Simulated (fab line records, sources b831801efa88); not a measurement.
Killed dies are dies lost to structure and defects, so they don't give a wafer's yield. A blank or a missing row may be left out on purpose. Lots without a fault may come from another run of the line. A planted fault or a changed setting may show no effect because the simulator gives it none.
A struck lot beside a sound one | flow sky130 | 17 steps out of a route of 708
Sound: wafers L143.1, L143.4, L143.6. Struck: wafers L148.1, L148.2, L148.5. The cause comes at the end.
At each step with rows: each side's tool, then ch and its chambers, then its first start. Under that, the readings that differ: sound wafers | struck wafers | difference of the means | sigmas: that difference in standard deviations of wafers without a fault.
alike: readings whose means differ by less than 2 such deviations, and words and numbers that are the same on both sides. not compared: withheld readings, readings that some wafer has no value for, bounds like >300 that may hide the same value, and numbers for which the record gives no deviation and whose values overlap.
The two part at a step that has a row with sigmas, a row that says differs or no value, or rows on one side only. Numbers that don't overlap but have no deviation are shown without sigmas and don't part them. A reading that every wafer of one side lacks parts them only if that side has two wafers or more.

first, 1 step without rows for these wafers: SKY_VT_ADJUST_LVTN_IMPLANT_19.
SKY_VT_ADJUST_LVTN_STRIP_20: strips in O2/N2.
  sound on plasma_asher-04 ch 0,1, day 8 22:13; struck on plasma_asher-04 ch 0,1, day 10 03:22
  alike: drypump_motor_current_A, oes_product_au, strip_time_to_endpoint_s
  not compared: rf_hours_counter_h
SKY_VT_ADJUST_LVTN_TW_MEAS_21:
  sound on film_metro-01, day 8 22:19; struck on film_metro-03, day 10 03:28
  alike: VT_ADJUST_LVTN_2_TW
then, 7 steps without rows for these wafers: SKY_VT_ADJUST_NCORE_DEHYDRATE_00 (time 60 s); SKY_VT_ADJUST_NCORE_HMDS_01 (prime time 60 s); SKY_VT_ADJUST_NCORE_COAT_02 (resist thk 1140 nm); SKY_VT_ADJUST_NCORE_SOFTBAKE_03 (time 60 s); SKY_VT_ADJUST_NCORE_EXPOSE_04 (exposes mask LVTN COMPLEMENT THIN, target cd 380 nm); SKY_VT_ADJUST_NCORE_PEB_05; SKY_VT_ADJUST_NCORE_DEVELOP_06 (develop time 60 s).
SKY_VT_ADJUST_NCORE_CD_MEAS_07: target cd 380 nm.
  sound on cd_sem-02, day 9 18:38; struck on cd_sem-02, day 11 01:38
  alike: cd_nm
SKY_VT_ADJUST_NCORE_OVL_MEAS_08:
  sound on overlay-02, day 9 18:46; struck on overlay-02, day 11 01:46
  alike: VT_ADJUST_NCORE_OVL
SKY_VT_ADJUST_NCORE_IMPLANT_09:
  sound on implanter-01 ch 0, day 9 18:48; struck on implanter-04 ch 0, day 11 01:48
  reading            | sound                           | struck                       | difference | sigmas
  dose_ions_cm2      | 2.398e+12 2.3975e+12 2.3982e+12 | 2.34e+11 2.358e+11 2.394e+11 | -2.16e+12  | -99 or more
  faraday_current_uA | 13.68 13.35 13.09               | 1.33 1.31 1.33               | -12.05     | -45
  alike: beam_energy_keV
SKY_VT_ADJUST_NCORE_STRIP_10: strips in O2/N2.
  sound on plasma_asher-01 ch 0,1, day 9 18:57; struck on plasma_asher-04 ch 0,1, day 11 01:57
  alike: drypump_motor_current_A, oes_product_au, strip_time_to_endpoint_s
  not compared: rf_hours_counter_h
SKY_VT_ADJUST_NCORE_TW_MEAS_11:
  sound on film_metro-03, day 9 19:03; struck on film_metro-03, day 11 02:03
  reading            | sound             | struck            | difference | sigmas
  VT_ADJUST_NCORE_TW | 218.8 218.8 217.8 | 118.4 118.2 119.0 | -99.9      | -99 or more
then, 1 step without rows for these wafers: SKY_VT_ADJUST_HVTR_DEHYDRATE_00 (time 60 s).
-- the record jumps here: 37 days lie between the struck wafers' starts before and after (it left off in module VT_ADJUST_HVTR and takes up again in module PAD_OPEN, whose first step shown is number 708 of the route) --
SKY_PAD_OPEN_PROBE_99:
  sound on prober-02, day 47 00:35; struck on prober-01, day 47 23:58
  reading                                    | sound                         | struck                        | difference | sigmas
  model.etest.pfet_16v.r_on_ohm_um           | 1.542e+04 1.552e+04 1.516e+04 | 1.751e+04 1.793e+04 1.738e+04 | +2.240e+03 |
  model.etest.nfet_16v.r_on_ohm_um           | 1.429e+04 1.415e+04 1.423e+04 | 1.113e+04 1.118e+04 1.118e+04 | -3.060e+03 |
  model.etest.pfet_g5v0d10v5.r_on_ohm_um     | 4814 4776 4781                | 5851 5861 5978                | +1106      |
  model.etest.tip_p.rs_ohm_sq                | 6993 6994 6968                | 7552 7600 7570                | +589       |
  model.etest.pfet_01v8.r_on_ohm_um          | 2910 2895 2932                | 3365 3339 3402                | +456       |
  model.etest.res_pwell_under_gate.rs_ohm_sq | 2297 2300 2287                | 2598 2584 2607                | +302       |
  model.etest.nfet_g5v0d10v5.r_on_ohm_um     | 1902 1884 1883                | 1633 1637 1640                | -253       |
  model.etest.tip_p_5v.rs_ohm_sq             | 2871 2882 2858                | 3073 3077 3076                | +205       |
  alike: killed_at_M0_to_M3, killed_at_M4_up, killed_at_contacts, killed_at_front_end, killed_at_other, killed_dies, killed_open, killed_short

WHERE THEY PART
First at SKY_VT_ADJUST_NCORE_IMPLANT_09; last, within this record, at SKY_VT_ADJUST_NCORE_TW_MEAS_11. Later steps at which nothing parts them and some readings are alike: SKY_PAD_OPEN_PROBE_99.

WHY: what the simulator had put in
Process parameter drift: implanter-04, from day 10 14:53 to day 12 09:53, at SKY_VT_ADJUST_NCORE_IMPLANT_09. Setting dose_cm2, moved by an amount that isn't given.
